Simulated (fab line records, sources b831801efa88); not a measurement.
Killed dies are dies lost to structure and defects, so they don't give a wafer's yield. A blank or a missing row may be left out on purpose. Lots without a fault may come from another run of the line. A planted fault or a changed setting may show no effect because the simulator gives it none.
Which tool did it? | flow sky130 | 13 lots, 37 wafers sampled, at 5 steps of a route of 708

WHAT THE GAUGES READ, wafer by wafer
SKY_LDD_HVP_TW_MEAS_10. Usual: LDD_HVP_TW 457, standard deviation 3.
lot  | measured     | on            | LDD_HVP_TW  | flag
L927 | day 22 08:13 | film_metro-04 | 455 455 455 |
L928 | day 23 00:09 | film_metro-02 | 461 461 463 |
L931 | day 23 22:08 | film_metro-02 | 460 463 462 |
L932 | day 24 03:36 | film_metro-02 | 458 462 461 |
L934 | day 24 16:52 | film_metro-02 | 461 459 462 |
L933 | day 24 17:10 | film_metro-04 | 455 453     |
L936 | day 25 21:29 | film_metro-02 | 460 459     |
L943 | day 27 21:58 | film_metro-02 | 462 464 463 |
L944 | day 28 12:47 | film_metro-02 | 459 458 456 |
L945 | day 28 17:11 | film_metro-04 | 453 454 454 |
L947 | day 29 11:22 | film_metro-03 | 457 459 454 |
L949 | day 29 20:19 | film_metro-04 | 454 456 455 |
L950 | day 29 22:41 | film_metro-02 | 460 461 460 |

SKY_POLY_CUT_OVL_MEAS_09. Usual: POLY_CUT_OVL -2 nm, standard deviation 4.9.
lot  | measured     | on         | POLY_CUT_OVL (nm) | flag
L927 | day 25 00:54 | overlay-02 | -2 -2 -3          |
L928 | day 25 15:46 | overlay-01 | -13 -9 -11        |
L931 | day 26 12:36 | overlay-01 | -1 -7 -7          |
L932 | day 26 17:37 | overlay-02 | 2 0 0             |
L934 | day 27 07:34 | overlay-02 | -9 -9 -8          |
L933 | day 27 07:55 | overlay-02 | -3 -3             |
L936 | day 28 10:13 | overlay-02 | -2 -3             |
L943 | day 30 08:55 | overlay-01 | -3 -1 -1          |
L944 | day 31 01:34 | overlay-02 | 6 -4 -2           |
L945 | day 31 04:19 | overlay-01 | 1 -4 3            |
L947 | day 31 21:49 | overlay-02 | -5 -9 -8          |
L949 | day 32 06:28 | overlay-01 | -3 -3 -4          |
L950 | day 32 08:01 | overlay-02 | -1 1 -3           |

SKY_SD_P_CD_MEAS_07: target cd 380 nm. Usual: cd_nm 379.2 nm, standard deviation 2.5.
lot  | measured     | on        | cd_nm (nm)        | flag
L927 | day 26 07:19 | cd_sem-01 | 380.9 380.5 379.7 |
L928 | day 26 21:37 | cd_sem-01 | 378.0 379.0 377.4 |
L931 | day 27 18:11 | cd_sem-01 | 382.9 381.9 381.2 |
L932 | day 27 23:13 | cd_sem-02 | 375.4 379.6 377.9 |
L934 | day 28 12:58 | cd_sem-01 | 377.1 375.9 379.7 |
L933 | day 28 13:20 | cd_sem-02 | 379.1 363.8       | OFF
L936 | day 29 15:05 | cd_sem-01 | 380.7 361.3       | OFF
L943 | day 31 13:23 | cd_sem-01 | 378.3 378.3 376.1 |
L944 | day 32 05:51 | cd_sem-01 | 381.7 381.5 382.1 |
L945 | day 32 07:51 | cd_sem-02 | 379.6 378.7 383.3 |
L947 | day 33 00:56 | cd_sem-02 | 380.8 379.9 381.6 |
L949 | day 33 10:04 | cd_sem-01 | 376.1 377.6 376.1 |
L950 | day 33 11:41 | cd_sem-01 | 378.0 377.8 376.9 |

WHICH TOOL RAN EACH LOT (tool, then ch and the chambers of the sampled wafers, then the start)
lot  | SKY_LDD_P_STRIP_10                   | SKY_SD_P_EXPOSE_04
L927 | plasma_asher-01 ch 0,1, day 19 17:38 | iline_stepper-02 ch 0, day 25 17:01
L928 | plasma_asher-04 ch 0,1, day 20 10:05 | iline_stepper-01 ch 0, day 26 06:40
L931 | plasma_asher-01 ch 0,1, day 21 07:53 | iline_stepper-02 ch 0, day 27 04:01
L932 | plasma_asher-04 ch 0,1, day 21 15:03 | iline_stepper-01 ch 0, day 27 08:48
L934 | plasma_asher-04 ch 0,1, day 22 03:23 | iline_stepper-02 ch 0, day 27 22:24
L933 | plasma_asher-02 ch 1, day 22 03:33   | iline_stepper-02 ch 0, day 27 22:44
L936 | plasma_asher-01 ch 0,1, day 23 08:14 | iline_stepper-02 ch 0, day 29 00:43
L943 | plasma_asher-01 ch 0,1, day 25 09:36 | iline_stepper-01 ch 0, day 30 23:25
L944 | plasma_asher-04 ch 0,1, day 26 00:56 | iline_stepper-01 ch 0, day 31 15:52
L945 | plasma_asher-02 ch 0,1, day 26 05:50 | iline_stepper-02 ch 0, day 31 18:26
L947 | plasma_asher-02 ch 0,1, day 27 01:16 | iline_stepper-02 ch 0, day 32 11:34
L949 | plasma_asher-02 ch 0,1, day 27 10:05 | iline_stepper-01 ch 0, day 32 20:37
L950 | plasma_asher-04 ch 0,1, day 27 12:50 | iline_stepper-02 ch 0, day 32 22:02
- SKY_LDD_P_STRIP_10: strips in O2/N2.
- SKY_SD_P_EXPOSE_04: exposes mask PSDM, target cd 380 nm.

WHAT THE TOOLS THEMSELVES READ (means of the sampled wafers that have a number; where no wafer has one, the mark that the record gives instead)
SKY_LDD_P_STRIP_10. Usual: drypump_motor_current_A 5.7 A, standard deviation 0.53; oes_product_au 0.716 a.u., standard deviation 0.0042; strip_time_to_endpoint_s 14.16 s, standard deviation 0.043.
lot  | tool            | drypump_motor_current_A (A) | oes_product_au (a.u.) | strip_time_to_endpoint_s (s) | flag
L927 | plasma_asher-01 | 5.6                         | 0.719                 | 14.11                        |
L928 | plasma_asher-04 | 6.3                         | 0.715                 | 14.13                        |
L931 | plasma_asher-01 | 5.3                         | 0.716                 | 14.14                        |
L932 | plasma_asher-04 | 6.3                         | 0.716                 | 14.20                        |
L934 | plasma_asher-04 | 6.2                         | 0.712                 | 14.14                        |
L933 | plasma_asher-02 | 5.2                         | 0.716                 | 14.23                        |
L936 | plasma_asher-01 | 5.5                         | 0.714                 | 14.16                        |
L943 | plasma_asher-01 | 5.3                         | 0.715                 | 14.16                        |
L944 | plasma_asher-04 | 6.3                         | 0.714                 | 14.08                        |
L945 | plasma_asher-02 | 5.3                         | 0.716                 | 14.17                        |
L947 | plasma_asher-02 | 5.4                         | 0.714                 | 14.20                        |
L949 | plasma_asher-02 | 5.4                         | 0.713                 | 14.17                        |
L950 | plasma_asher-04 | 6.3                         | 0.717                 | 14.22                        |

THE ANSWER, worked out from the rows above alone
Rule: a lot is off if the mean of its wafers that have a number lies more than 3 standard deviations from the usual mean. A lot without any number at a reading at which 4 lots or more have one is off too. The other lots that the step has rows for count as sound. The gauges are gone through in route order, then the tools' own readings, and for those a lot's mean is taken as printed above. The first step at which some lot is off is used, and at that step the reading that is off furthest; a lot without a number counts as furthest.
Off: L933, L936, at SKY_SD_P_CD_MEAS_07 (cd_nm).
A tool fits if, at a process step before that reading, it ran every lot that is off, and no sound lot after the first of them. The gauges at SKY_SD_P_CD_MEAS_07 are tried like those tools. None of those tried fits.

WHAT THE SIMULATOR HAD PUT IN
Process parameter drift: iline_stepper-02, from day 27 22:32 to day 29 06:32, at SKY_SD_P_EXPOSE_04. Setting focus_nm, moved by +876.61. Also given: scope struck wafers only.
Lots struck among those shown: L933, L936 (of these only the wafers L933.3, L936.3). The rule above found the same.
